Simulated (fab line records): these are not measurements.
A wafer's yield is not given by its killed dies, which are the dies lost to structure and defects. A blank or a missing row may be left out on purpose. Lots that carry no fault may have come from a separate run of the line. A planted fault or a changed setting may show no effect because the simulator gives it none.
fab line records | flow sky130
record: lots: 6 | wafers: 18 | lastDay: 49
route steps=708 shown LDD_P@263 LDD_HVN@267 PAD_OPEN@708
lots that met no fault: taken from a fault-free run of the same line
startH: start of the lot's first displayed wafer, in hours after the record's first day | waitH: hours elapsed since this lot's preceding step | " same as the row above | L1.1+2: a row that stands for several wafers | - either no value or no given start | * or withheld: withheld | < > ~ a bound
route shown NAME@n: names a module that has steps shown in the file, with the first one's number in the route | usual: mean/standard deviation taken from wafers without a fault | same: alike in all rows | chamber/n: place in a boat | sites: per-site readings | _std_site: how widely they spread, as a standard deviation | _edge_site: inner sites' mean taken away from outer sites' mean | radiusMm: for every site, how far away it sits from the centre of the wafer | mask NAME#n: copy n | behind: the tool/chamber that last shaped the wafer | hold: reason for holding the lot/hours on hold/outcome of the hold | device: whichever transistor did not switch (one of n, p or np) | end of line: the route-end tests of the same wafers | a step given without rows: its recipe and nothing more | killed: dies lost to structure and defects at the first sort, not the wafer's yield | map: per-die view of a wafer (x killed, . not killed, _ where there is no die)
set.NAME: the setting that was run; set.NAME@STEP: the one run at that earlier step | model.NAME: the simulator's own value behind a step, which no gauge read
lots seen at some steps along the route; tables by step, rows by wafer
services: the hour from which a tool's chamber was out of use, counted from the record's first day as startH (under 0 if before that day), plus the number of hours and why
== steps ==
step: SKY_LDD_P_OVL_MEAS_08
usual: LDD_P_OVL: -1.1/1.2
lot.wafer | tool       | chamber | startH | waitH | LDD_P_OVL[nm]
L751.1    | overlay-01 | -       | 484.89 | 0.1   | -1.1
L751.3    | "          | -       | "      | "     | -0.4
L751.4    | "          | -       | "      | "     | -1.9
L755.1    | overlay-02 | -       | 513.84 | 0.1   | -1.3
L755.2    | "          | -       | "      | "     | -0.6
L755.5    | "          | -       | "      | "     | -2.0
L758.3    | overlay-01 | -       | 539.74 | 0.1   | -3.2
L758.4    | "          | -       | "      | "     | -3.2
L758.5    | "          | -       | "      | "     | -4.1
L762.2    | overlay-01 | -       | 577.26 | 0.1   | -1.3
L762.3    | "          | -       | "      | "     | -1.0
L762.6    | "          | -       | "      | "     | -0.9
L764.2    | overlay-02 | -       | 589.95 | 0.1   | -1.2
L764.3    | "          | -       | "      | "     | -1.8
L764.4    | "          | -       | "      | "     | -0.6
L765.1    | overlay-02 | -       | 596.88 | 0.1   | -0.9
L765.2    | "          | -       | "      | "     | -2.7
L765.6    | "          | -       | "      | "     | -3.3
step: SKY_LDD_P_IMPLANT_09
recipe: species: BF2 | energyKev: 25 | doseCm2: 1e+13 | tiltDeg: withheld
step: SKY_LDD_P_STRIP_10
recipe: chemistry: O2/N2 | powerW: 1400 | pressureMtorr: 1500 | platenTempC: withheld | o2FlowSccm: 3000 | n2FlowSccm: 300 | overashFraction: 0.5
usual: drypumpMotorCurrentA: 6.2/0.45 | oesProductAu: 0.714/0.0046 | stripTimeToEndpointS: 14.16/0.042
lot.wafer | tool           | chamber | startH | waitH | drypumpMotorCurrentA | oesProductAu | rfHoursCounterH | stripTimeToEndpointS
L751.1    | plasmaAsher-03 | 1       | 485.08 | 0.1   | 6.8                  | 0.718        | 67              | 14.16
L751.3    | "              | 0       | "      | "     | 5.9                  | 0.722        | -               | 14.21
L751.4    | "              | 1       | "      | "     | 6.8                  | 0.724        | -               | 14.19
L755.1    | plasmaAsher-03 | 0       | 514.03 | 0.1   | 5.9                  | 0.722        | 70              | 14.08
L755.2    | "              | 1       | "      | "     | 6.8                  | 0.716        | 70              | 14.14
L755.5    | "              | 0       | "      | "     | 5.9                  | 0.716        | -               | 14.13
L758.3    | plasmaAsher-04 | 1       | 539.94 | 0.1   | 6.3                  | 0.717        | -               | 14.12
L758.4    | "              | 0       | "      | "     | 6.5                  | 0.711        | -               | 14.11
L758.5    | "              | 0       | "      | "     | 6.5                  | 0.708        | -               | 14.09
L762.2    | plasmaAsher-03 | 1       | 577.44 | 0.1   | 6.8                  | 0.727        | 76              | 14.23
L762.3    | "              | 0       | "      | "     | 5.9                  | 0.708        | -               | 14.18
L762.6    | "              | 0       | "      | "     | 5.9                  | 0.718        | -               | 14.22
L764.2    | plasmaAsher-04 | 0       | 590.13 | 0.1   | 6.5                  | 0.720        | 90              | 14.13
L764.3    | "              | 1       | "      | "     | 6.3                  | 0.718        | -               | 14.16
L764.4    | "              | 0       | "      | "     | 6.5                  | 0.720        | -               | 14.11
L765.1    | plasmaAsher-02 | 0       | 597.06 | 0.1   | 5.5                  | 0.717        | 15              | 14.16
L765.2    | "              | 1       | "      | "     | 5.9                  | 0.713        | 15              | 14.19
L765.6    | "              | 0       | "      | "     | 5.5                  | 0.715        | -               | 14.18
step: SKY_LDD_P_TW_MEAS_11
usual: LDD_P_TW: 632/8.1
lot.wafer | tool         | chamber | startH | waitH | LDD_P_TW
L751.1    | filmMetro-01 | -       | 485.18 | 0.1   | 631
L751.3    | "            | -       | "      | "     | 631
L751.4    | "            | -       | "      | "     | 631
L755.1    | filmMetro-01 | -       | 514.13 | 0.1   | 624
L755.2    | "            | -       | "      | "     | 629
L755.5    | "            | -       | "      | "     | 627
L758.3    | filmMetro-03 | -       | 540.03 | 0.1   | 628
L758.4    | "            | -       | "      | "     | 625
L758.5    | "            | -       | "      | "     | 627
L762.2    | filmMetro-03 | -       | 577.55 | 0.1   | 630
L762.3    | "            | -       | "      | "     | 628
L762.6    | "            | -       | "      | "     | 625
L764.2    | filmMetro-04 | -       | 590.24 | 0.1   | 646
L764.3    | "            | -       | "      | "     | 642
L764.4    | "            | -       | "      | "     | 643
L765.1    | filmMetro-04 | -       | 597.16 | 0.1   | 645
L765.2    | "            | -       | "      | "     | 646
L765.6    | "            | -       | "      | "     | 643
step: SKY_LDD_HVN_DEHYDRATE_00
recipe: tempC: 200 | timeS: 60
step: SKY_LDD_HVN_HMDS_01
recipe: primeTimeS: 60 | primeTempC: 120
step: SKY_LDD_HVN_COAT_02
recipe: resist: NOVOLAK | spinRpm: 3000 | resistThkNm: 300
step: SKY_LDD_HVN_SOFTBAKE_03
recipe: tempC: 90 | timeS: 60 | resist: NOVOLAK
step: SKY_LDD_HVN_EXPOSE_04
recipe: maskId: HVNTM | na: 0.6 | sourceShape: conventional | sigmaOuter: 0.6 | polarization: unpolarized | targetCdNm: 700 | doseMj: 127
step: SKY_LDD_HVN_PEB_05
recipe: tempC: withheld | timeS: * | resist: NOVOLAK
step: SKY_LDD_HVN_DEVELOP_06
recipe: resist: NOVOLAK | developer: TMAH | developTimeS: 60 | devTempC: 23
step: SKY_LDD_HVN_OVL_MEAS_07
usual: LDD_HVN_OVL: 0.5/1.3
lot.wafer | tool       | chamber | startH | waitH | LDD_HVN_OVL[nm]
L751.1    | overlay-01 | -       | 516.73 | 0.1   | 1.8
L751.3    | "          | -       | "      | "     | 1.9
L751.4    | "          | -       | "      | "     | 0.0
L755.1    | overlay-02 | -       | 544.82 | 0.1   | -0.5
L755.2    | "          | -       | "      | "     | 0.4
L755.5    | "          | -       | "      | "     | 0.4
L758.3    | overlay-02 | -       | 569.22 | 0.1   | 3.4
L758.4    | "          | -       | "      | "     | 1.6
L758.5    | "          | -       | "      | "     | 1.1
L762.2    | overlay-02 | -       | 606.96 | 0.1   | 1.8
L762.3    | "          | -       | "      | "     | 1.5
L762.6    | "          | -       | "      | "     | 2.4
L764.2    | overlay-02 | -       | 619.09 | 0.1   | -1.8
L764.3    | "          | -       | "      | "     | -1.0
L764.4    | "          | -       | "      | "     | 0.3
L765.1    | overlay-01 | -       | 626.53 | 0.1   | 0.8
L765.2    | "          | -       | "      | "     | 2.0
L765.6    | "          | -       | "      | "     | 2.5
step: SKY_LDD_HVN_IMPLANT_08
recipe: species: P | energyKev: 60 | doseCm2: 3e+13 | tiltDeg: 40
usual: beamEnergyKeV: 60.004/0.02
lot.wafer | tool         | chamber | startH | waitH | beamEnergyKeV | model.implant.rpNm | model.implant.drpNm
L751.1    | implanter-02 | 0       | 516.77 | 0.0   | 60.022        | 53.99              | 28.15
L751.3    | "            | 0       | "      | "     | 60.017        | 53.99              | 28.15
L751.4    | "            | 0       | "      | "     | 60.042        | 53.99              | 28.15
L755.1    | implanter-03 | 0       | 544.86 | 0.0   | 60.047        | 54.32              | 28.15
L755.2    | "            | 0       | "      | "     | 60.050        | 54.32              | 28.15
L755.5    | "            | 0       | "      | "     | 60.028        | 54.32              | 28.15
L758.3    | implanter-04 | 0       | 569.29 | 0.1   | 59.984        | 54.58              | 28.15
L758.4    | "            | 0       | "      | "     | 60.002        | 54.58              | 28.15
L758.5    | "            | 0       | "      | "     | 60.035        | 54.58              | 28.15
L762.2    | implanter-02 | 0       | 607.02 | 0.0   | 60.002        | 55.15              | 28.15
L762.3    | "            | 0       | "      | "     | 60.015        | 55.15              | 28.15
L762.6    | "            | 0       | "      | "     | 60.007        | 55.15              | 28.15
L764.2    | implanter-03 | 0       | 619.15 | 0.0   | 82.322        | 79.2               | 36.93
L764.3    | "            | 0       | "      | "     | 82.336        | 79.2               | 36.93
L764.4    | "            | 0       | "      | "     | 82.375        | 79.2               | 36.93
L765.1    | implanter-03 | 0       | 626.57 | 0.0   | 82.355        | 78.27              | 36.93
L765.2    | "            | 0       | "      | "     | 82.347        | 78.27              | 36.93
L765.6    | "            | 0       | "      | "     | 82.388        | 78.27              | 36.93
step: SKY_LDD_HVN_STRIP_09
recipe: chemistry: O2/N2 | powerW: 1400 | pressureMtorr: 1500 | platenTempC: withheld | o2FlowSccm: 3000 | n2FlowSccm: 300 | overashFraction: 0.5
usual: drypumpMotorCurrentA: 5.8/0.48 | oesProductAu: 0.408/0.0046 | stripTimeToEndpointS: 4.130/0.016
lot.wafer | tool           | chamber | startH | waitH | drypumpMotorCurrentA | oesProductAu | rfHoursCounterH | stripTimeToEndpointS
L751.1    | plasmaAsher-01 | 0       | 516.92 | 0.1   | 5.1                  | 0.409        | 39              | 4.141
L751.3    | "              | 1       | "      | "     | 5.6                  | 0.408        | -               | 4.128
L751.4    | "              | 0       | "      | "     | 5.0                  | 0.411        | -               | 4.144
L755.1    | plasmaAsher-02 | 1       | 545.01 | 0.1   | 5.9                  | 0.410        | 10              | 4.103
L755.2    | "              | 0       | "      | "     | 5.5                  | 0.402        | 10              | 4.100
L755.5    | "              | 0       | "      | "     | 5.5                  | 0.409        | -               | 4.116
L758.3    | plasmaAsher-01 | 0       | 569.42 | 0.1   | 5.1                  | 0.400        | -               | 4.138
L758.4    | "              | 1       | "      | "     | 5.6                  | 0.410        | -               | 4.120
L758.5    | "              | 0       | "      | "     | 5.1                  | 0.410        | -               | 4.131
L762.2    | plasmaAsher-01 | 1       | 607.14 | 0.1   | 5.6                  | 0.408        | 49              | 4.102
L762.3    | "              | 0       | "      | "     | 5.1                  | 0.409        | -               | 4.145
L762.6    | "              | 0       | "      | "     | 5.1                  | 0.401        | -               | 4.131
L764.2    | plasmaAsher-02 | 1       | 619.27 | 0.1   | 5.9                  | 0.408        | 17              | 4.135
L764.3    | "              | 0       | "      | "     | 5.5                  | 0.416        | -               | 4.151
L764.4    | "              | 1       | "      | "     | 5.9                  | 0.411        | -               | 4.149
L765.1    | plasmaAsher-04 | 1       | 626.72 | 0.1   | 6.3                  | 0.412        | 94              | 4.169
L765.2    | "              | 0       | "      | "     | 6.5                  | 0.395        | 94              | 4.156
L765.6    | "              | 0       | "      | "     | 6.5                  | 0.408        | -               | 4.143
step: SKY_LDD_HVN_TW_MEAS_10
usual: LDD_HVN_TW: 1433/19
lot.wafer | tool         | chamber | startH | waitH | hold                    | LDD_HVN_TW
L751.1    | filmMetro-01 | -       | 517.02 | 0.1   | -                       | 1415
L751.3    | "            | -       | "      | "     | -                       | 1404
L751.4    | "            | -       | "      | "     | -                       | 1413
L755.1    | filmMetro-01 | -       | 545.11 | 0.1   | -                       | 1430
L755.2    | "            | -       | "      | "     | -                       | 1433
L755.5    | "            | -       | "      | "     | -                       | 1426
L758.3    | filmMetro-01 | -       | 569.51 | 0.1   | -                       | 1435
L758.4    | "            | -       | "      | "     | -                       | 1432
L758.5    | "            | -       | "      | "     | -                       | 1429
L762.2    | filmMetro-03 | -       | 607.25 | 0.1   | -                       | 1419
L762.3    | "            | -       | "      | "     | -                       | 1407
L762.6    | "            | -       | "      | "     | -                       | 1414
L764.2    | filmMetro-03 | -       | 619.38 | 0.1   | awaitDispo/0.2h/release | 1529
L764.3    | "            | -       | "      | "     | awaitDispo/0.2h/release | 1532
L764.4    | "            | -       | "      | "     | awaitDispo/0.2h/release | 1530
L764.2    | filmMetro-03 | -       | 619.61 | 0.2   | -                       | 1525
L764.3    | "            | -       | "      | "     | -                       | 1527
L764.4    | "            | -       | "      | "     | -                       | 1531
L765.1    | filmMetro-03 | -       | 626.82 | 0.1   | awaitDispo/0.2h/release | 1529
L765.2    | "            | -       | "      | "     | awaitDispo/0.2h/release | 1530
L765.6    | "            | -       | "      | "     | awaitDispo/0.2h/release | 1521
L765.1    | filmMetro-03 | -       | 627.05 | 0.2   | -                       | 1533
L765.2    | "            | -       | "      | "     | -                       | 1522
L765.6    | "            | -       | "      | "     | -                       | 1525
step: SKY_PAD_OPEN_PROBE_99
usual: killed_at_M0_to_M3: 43/6.4 | killed_at_M4_up: 3.2/1.8 | killedAtContacts: 25/5.5 | killedAtFrontEnd: 16/5.2 | killedAtOther: 0.3/0.49 | killedDies: 88/10 | killedOnRim: 17/3.9 | killedOpen: 48/7 | killedShort: 40/7.1
same: grossDies: 492 | killedAtBackSide: 0
lot.wafer | tool      | chamber | startH  | waitH | killed_at_M0_to_M3 | killed_at_M4_up | killedAtContacts | killedAtFrontEnd | killedAtOther | killedDies | killedOnRim | killedOpen | killedShort | model.etest.tip_n_5v.rsOhmSq | model.etest.nfetG5v0d10v5.rOnOhmUm | model.etest.nfetG5v0d10v5.driveUaUm | model.etest.nfet_05v0_nvt.driveUaUm | model.etest.ring_5v.delayPs | model.etest.nfet_05v0_nvt.offLog10AUm | model.etest.nfetG5v0d10v5.vtSatV | model.etest.nfetG5v0d10v5.vtV
L751.1    | prober-02 | -       | 1115.55 | 0.1   | 37                 | 5               | 19               | 10               | 2             | 73         | 13          | 40         | 33          | 1425                         | 1890                               | 601.1                               | 577                                 | 45                          | -10.89                                | 0.7656                           | 0.8203
L751.3    | prober-02 | -       | 1115.65 | 0.2   | 39                 | 2               | 27               | 13               | 0             | 81         | 19          | 51         | 30          | 1422                         | 1867                               | 611.8                               | 579.6                               | 43.74                       | -11.1                                 | 0.7609                           | 0.8166
L751.4    | prober-02 | -       | 1115.70 | 0.2   | 44                 | 1               | 20               | 9                | 0             | 74         | 22          | 40         | 34          | 1425                         | 1905                               | 601.1                               | 571.8                               | 45.05                       | -10.98                                | 0.7748                           | 0.8269
L755.1    | prober-01 | -       | 1134.87 | 0.1   | 43                 | 1               | 19               | 21               | 0             | 84         | 19          | 53         | 31          | 1406                         | 1878                               | 607                                 | 576.5                               | 44.66                       | -10.88                                | 0.7693                           | 0.8247
L755.2    | prober-01 | -       | 1134.92 | 0.1   | 43                 | 7               | 21               | 20               | 0             | 91         | 14          | 50         | 41          | 1405                         | 1868                               | 614.4                               | 580.5                               | 44.57                       | -11.14                                | 0.7633                           | 0.8188
L755.5    | prober-01 | -       | 1135.07 | 0.2   | 40                 | 6               | 28               | 13               | 0             | 87         | 12          | 50         | 37          | 1389                         | 1843                               | 618.1                               | 585.1                               | 44.78                       | -11.04                                | 0.7597                           | 0.816
L758.3    | prober-02 | -       | 1150.25 | 0.2   | 49                 | 5               | 27               | 17               | 1             | 99         | 16          | 59         | 40          | 1405                         | 1898                               | 598.4                               | 576                                 | 45.01                       | -10.88                                | 0.7694                           | 0.8282
L758.4    | prober-02 | -       | 1150.30 | 0.2   | 42                 | 2               | 18               | 19               | 0             | 81         | 19          | 40         | 41          | 1384                         | 1854                               | 608.1                               | 573.7                               | 44.72                       | -11.03                                | 0.7721                           | 0.8292
L758.5    | prober-02 | -       | 1150.35 | 0.2   | 51                 | 8               | 22               | 21               | 0             | 102        | 26          | 53         | 49          | 1406                         | 1896                               | 600.9                               | 579.6                               | 45.07                       | -11.09                                | 0.7663                           | 0.8215
L762.2    | prober-01 | -       | 1174.40 | 0.1   | 44                 | 1               | 30               | 10               | 0             | 85         | 16          | 54         | 31          | 1400                         | 1904                               | 607.8                               | 574                                 | 45.05                       | -10.86                                | 0.7651                           | 0.8176
L762.3    | prober-01 | -       | 1174.45 | 0.2   | 34                 | 7               | 19               | 15               | 1             | 76         | 15          | 41         | 35          | 1392                         | 1861                               | 614.9                               | 585.4                               | 44.39                       | -10.97                                | 0.7399                           | 0.7962
L762.6    | prober-01 | -       | 1174.60 | 0.2   | 36                 | 4               | 36               | 14               | 0             | 90         | 15          | 38         | 52          | 1403                         | 1894                               | 608.9                               | 578.9                               | 45.13                       | -10.87                                | 0.7532                           | 0.8093
L764.2    | prober-01 | -       | 1181.88 | 0.1   | 39                 | 4               | 32               | 13               | 0             | 88         | 14          | 54         | 34          | 1206                         | 1800                               | 643                                 | 594.8                               | 43.47                       | -10.78                                | 0.6854                           | 0.7733
L764.3    | prober-01 | -       | 1181.93 | 0.2   | 37                 | 3               | 19               | 12               | 0             | 71         | 21          | 37         | 34          | 1206                         | 1776                               | 645.9                               | 601.4                               | 43.3                        | -10.66                                | 0.6935                           | 0.7796
L764.4    | prober-01 | -       | 1181.98 | 0.2   | 43                 | 2               | 34               | 14               | 0             | 93         | 24          | 53         | 40          | 1208                         | 1778                               | 642                                 | 593.2                               | 42.81                       | -10.91                                | 0.6945                           | 0.7833
L765.1    | prober-02 | -       | 1185.57 | 0.1   | 61                 | 1               | 28               | 20               | 0             | 110        | 23          | 65         | 45          | 1209                         | 1808                               | 628.7                               | 586.9                               | 44.37                       | -10.86                                | 0.7015                           | 0.788
L765.2    | prober-02 | -       | 1185.62 | 0.1   | 40                 | 3               | 26               | 12               | 1             | 82         | 19          | 47         | 35          | 1208                         | 1806                               | 630.5                               | 593.4                               | 44.36                       | -10.77                                | 0.691                            | 0.7775
L765.6    | prober-02 | -       | 1185.82 | 0.2   | 34                 | 4               | 27               | 19               | 0             | 84         | 12          | 43         | 41          | 1208                         | 1808                               | 633.9                               | 587.9                               | 43.9                        | -10.77                                | 0.7009                           | 0.7878
killed by level:class
L751.1 VIA1:geometricParticle:open=9 CONTACT:geometricParticle:open=8 METAL1:geometricParticle:short=7 CONTACT:geometricParticle:short=5 LI_CONTACT:geometricParticle:open=4 VIA3:geometricParticle:open=4 VIA1:geometricParticle:short=4 METAL2:geometricParticle:short=4
L751.3 VIA1:geometricParticle:open=14 LI_CONTACT:geometricParticle:open=11 VIA3:geometricParticle:open=8 CONTACT:geometricParticle:open=8 FIELD_ISO:geometricParticle:open=4 POLY_GATE:geometricParticle:short=4 VIA3:geometricParticle:short=4 LOCAL_INTERCONNECT:geometricParticle:short=4
L751.4 VIA1:geometricParticle:open=10 VIA3:geometricParticle:short=8 LI_CONTACT:geometricParticle:open=5 LOCAL_INTERCONNECT:geometricParticle:open=5 VIA1:geometricParticle:short=5 VIA2:geometricParticle:open=5 VIA3:geometricParticle:open=5 FIELD_ISO:geometricParticle:short=3
L755.1 VIA2:geometricParticle:open=8 VIA3:geometricParticle:open=8 FIELD_ISO:geometricParticle:open=7 LI_CONTACT:geometricParticle:open=7 POLY_GATE:geometricParticle:open=6 CONTACT:geometricParticle:open=6 FIELD_ISO:geometricParticle:short=5 VIA1:geometricParticle:open=5
L755.2 VIA1:geometricParticle:open=13 CONTACT:geometricParticle:open=7 FIELD_ISO:geometricParticle:short=7 METAL2:geometricParticle:short=7 FIELD_ISO:geometricParticle:open=6 VIA2:geometricParticle:open=5 LI_CONTACT:geometricParticle:open=5 METAL1:geometricParticle:short=5
L755.5 CONTACT:geometricParticle:open=14 VIA1:geometricParticle:open=8 METAL2:geometricParticle:short=7 LI_CONTACT:geometricParticle:open=6 FIELD_ISO:geometricParticle:open=5 METAL4:geometricParticle:short=5 CONTACT:geometricParticle:short=5 VIA1:geometricParticle:short=5
L758.3 VIA1:geometricParticle:open=15 CONTACT:geometricParticle:open=10 LI_CONTACT:geometricParticle:open=9 VIA2:geometricParticle:open=9 FIELD_ISO:geometricParticle:short=6 VIA3:geometricParticle:open=6 METAL2:geometricParticle:short=5 METAL4:geometricParticle:short=5
L758.4 FIELD_ISO:geometricParticle:short=8 VIA1:geometricParticle:open=8 VIA3:geometricParticle:open=7 CONTACT:geometricParticle:short=6 VIA1:geometricParticle:short=6 FIELD_ISO:geometricParticle:open=5 VIA2:geometricParticle:open=5 METAL3:geometricParticle:short=5
L758.5 VIA1:geometricParticle:open=12 VIA2:geometricParticle:open=10 VIA1:geometricParticle:short=8 FIELD_ISO:geometricParticle:open=6 CONTACT:geometricParticle:open=5 CONTACT:geometricParticle:short=5 LI_CONTACT:geometricParticle:open=5 LOCAL_INTERCONNECT:geometricParticle:short=5
L762.2 CONTACT:geometricParticle:open=13 LI_CONTACT:geometricParticle:open=9 VIA3:geometricParticle:open=9 VIA1:geometricParticle:short=7 VIA1:geometricParticle:open=7 VIA2:geometricParticle:open=6 METAL1:geometricParticle:short=4 VIA2:geometricParticle:short=4
L762.3 LI_CONTACT:geometricParticle:open=9 FIELD_ISO:geometricParticle:open=7 FIELD_ISO:geometricParticle:short=6 VIA2:geometricParticle:open=5 METAL1:geometricParticle:short=5 METAL3:geometricParticle:short=5 VIA1:geometricParticle:open=4 VIA3:geometricParticle:open=4
L762.6 CONTACT:geometricParticle:open=12 LI_CONTACT:geometricParticle:open=8 POLY_GATE:geometricParticle:short=7 METAL1:geometricParticle:short=7 CONTACT:geometricParticle:short=7 VIA1:geometricParticle:open=6 METAL2:geometricParticle:short=6 LOCAL_INTERCONNECT:geometricParticle:short=5
L764.2 CONTACT:geometricParticle:open=14 VIA1:geometricParticle:open=11 CONTACT:geometricParticle:short=7 VIA2:geometricParticle:open=7 LI_CONTACT:geometricParticle:open=6 FIELD_ISO:geometricParticle:open=5 METAL2:geometricParticle:short=5 METAL1:geometricParticle:short=4
L764.3 VIA1:geometricParticle:open=11 CONTACT:geometricParticle:short=9 METAL1:geometricParticle:short=5 CONTACT:geometricParticle:open=5 SPACER:geometricParticle:open=4 VIA1:geometricParticle:short=4 VIA3:geometricParticle:open=4 FIELD_ISO:geometricParticle:short=3
L764.4 CONTACT:geometricParticle:open=16 LI_CONTACT:geometricParticle:open=7 VIA1:geometricParticle:open=7 CONTACT:geometricParticle:short=6 METAL1:geometricParticle:short=6 METAL2:geometricParticle:short=6 POLY_GATE:geometricParticle:short=5 VIA1:geometricParticle:short=4
L765.1 VIA2:geometricParticle:open=19 METAL1:geometricParticle:short=11 LOCAL_INTERCONNECT:geometricParticle:short=7 VIA3:geometricParticle:open=7 FIELD_ISO:geometricParticle:open=6 LI_CONTACT:geometricParticle:open=6 VIA1:geometricParticle:open=6 VIA1:geometricParticle:short=5
L765.2 CONTACT:geometricParticle:open=11 VIA3:geometricParticle:open=9 CONTACT:geometricParticle:short=7 VIA2:geometricParticle:open=7 VIA1:geometricParticle:open=5 LI_CONTACT:geometricParticle:open=5 METAL3:geometricParticle:short=5 FIELD_ISO:geometricParticle:open=4
L765.6 CONTACT:geometricParticle:open=11 LI_CONTACT:geometricParticle:open=7 VIA2:geometricParticle:open=7 POLY_GATE:geometricParticle:short=5 CONTACT:geometricParticle:short=5 VIA1:geometricParticle:open=5 FIELD_ISO:geometricParticle:short=4 VIA3:geometricParticle:short=4
== services ==
tool           | chamber | startH | hours | kind
plasmaAsher-02 | -       | 471.63 | 1.5   | repair
implanter-02   | -       | 472.63 | 2.4   | repair
plasmaAsher-02 | -       | 475.92 | 5.5   | repair
implanter-03   | -       | 477.69 | 0.7   | repair
plasmaAsher-04 | -       | 488.57 | 1.7   | repair
implanter-02   | -       | 492.72 | 16.0  | pm
plasmaAsher-04 | -       | 515.10 | 0.9   | repair
implanter-04   | -       | 527.80 | 0.9   | repair
implanter-04   | -       | 530.71 | 0.7   | repair
implanter-02   | -       | 542.89 | 0.8   | repair
implanter-02   | -       | 550.83 | 1.0   | repair
implanter-04   | -       | 559.85 | 2.7   | repair
plasmaAsher-03 | -       | 569.74 | 1.7   | repair
implanter-02   | -       | 587.46 | 0.9   | repair
plasmaAsher-04 | -       | 624.04 | 1.3   | repair
== key ==
firstSign: step: SKY_LDD_HVN_IMPLANT_08 | reading: beamEnergyKeV | direction: up | sigmas: 99+ | usual: * | struck: *
effect: step: SKY_LDD_HVN_TW_MEAS_10 | reading: visit | direction: added
modelEffect: step: SKY_LDD_HVN_IMPLANT_08 | value: implant.rpNm | without: 56.85 | struck: 78.74
modelEffect: step: SKY_PAD_OPEN_PROBE_99 | value: etest.tip_n_5v.rsOhmSq | without: 1371 | struck: 1208
metAt SKY_LDD_HVN_IMPLANT_08
struckWafers L764.2,L764.3,L764.4,L765.1,L765.2,L765.6
testerLeftOut L764,L765
onsetBetween 544.86 619.15
fault: kind: processParameterDrift | tool: implanter-03 | chamber: - | onsetH: 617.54 | steps: SKY_LDD_HVN_IMPLANT_08 | channel: energyKev | offset: * | shape: step | endH: 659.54 | actsIn: * | stated: *
testerLeftOut: of these lots the tester's yield and bins aren't shown, on N5 and GAA mostly nor the transistor test; their killed dies are dies lost to structure and defects alone, not to doping, threshold or leakage, so they don't give the yield
